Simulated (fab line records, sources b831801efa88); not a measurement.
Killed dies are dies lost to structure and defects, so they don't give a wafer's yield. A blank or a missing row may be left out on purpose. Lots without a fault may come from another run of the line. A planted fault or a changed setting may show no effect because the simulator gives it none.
Chamber matching | flow gf180mcu | GF_V2_CMP_04 on cmp-01: 4 sister chambers
The step polishes SiO2. 8 wafers are shown with their chamber, then 12 later ones without.

WAFERS WITH THEIR CHAMBER
wafer  | chamber | motor_current_A (A) | time_to_endpoint_s (s)
L089.4 | 3       | 11.0                | 66
L090.1 | 1       | 12.5                | 83
L091.2 | 2       | 12.6                | 84
L091.3 | 1       | 12.4                | 74
L091.6 | 0       | 11.0                | 89
L092.2 | 0       | 10.9                | 80
L092.3 | 3       | 11.2                | 69
L092.4 | 2       | 12.0                | 88

WAFERS WITHOUT THEIR CHAMBER
wafer  | motor_current_A (A) | time_to_endpoint_s (s)
L093.2 | 12.2                | 79
L093.3 | 10.4                | 68
L093.5 | 11.7                | 85
L094.4 | 10.5                | 78
L094.5 | 11.0                | 80
L094.6 | 11.3                | 86
L095.1 | 11.8                | 81
L095.3 | 10.8                | 76
L095.4 | 12.5                | 87
L096.1 | 12.2                | 84
L096.3 | 12.7                | 80
L096.6 | 11.9                | 82

WHICH CHAMBER EACH WENT THROUGH
wafer  | from the rows above               | in truth
L093.2 | can't be placed: 1 or 2           | 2
L093.3 | can't be placed: 3 or 0           | 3
L093.5 | can't be placed: 2 or 0 or 1 or 3 | 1
L094.4 | can't be placed: 0 or 3           | 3
L094.5 | can't be placed: 0 or 3           | 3
L094.6 | 0                                 | 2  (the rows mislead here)
L095.1 | can't be placed: 2 or 1 or 0 or 3 | 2
L095.3 | can't be placed: 0 or 3           | 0
L095.4 | can't be placed: 2 or 1           | 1
L096.1 | can't be placed: 2 or 1           | 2
L096.3 | can't be placed: 1 or 2           | 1
L096.6 | can't be placed: 2 or 1           | 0
Placed correctly: 0 of 12. Can't be placed from these rows: 11 (the true chamber is among the candidates in 10). Placed wrongly: 1.
How it was worked out, from the rows above alone: a wafer's distance from a chamber is the root of the sum, over the readings, of the square of ((its reading less the chamber's mean) divided by the reading's scatter). The wafer belongs to the nearest chamber; if the next one is less than 2 further off, it can't be placed. A chamber's mean is the mean of its shown wafers. The scatter: the root of (the sum of the squares of (reading less its chamber's mean) over the shown wafers, divided by (wafers less chambers)).
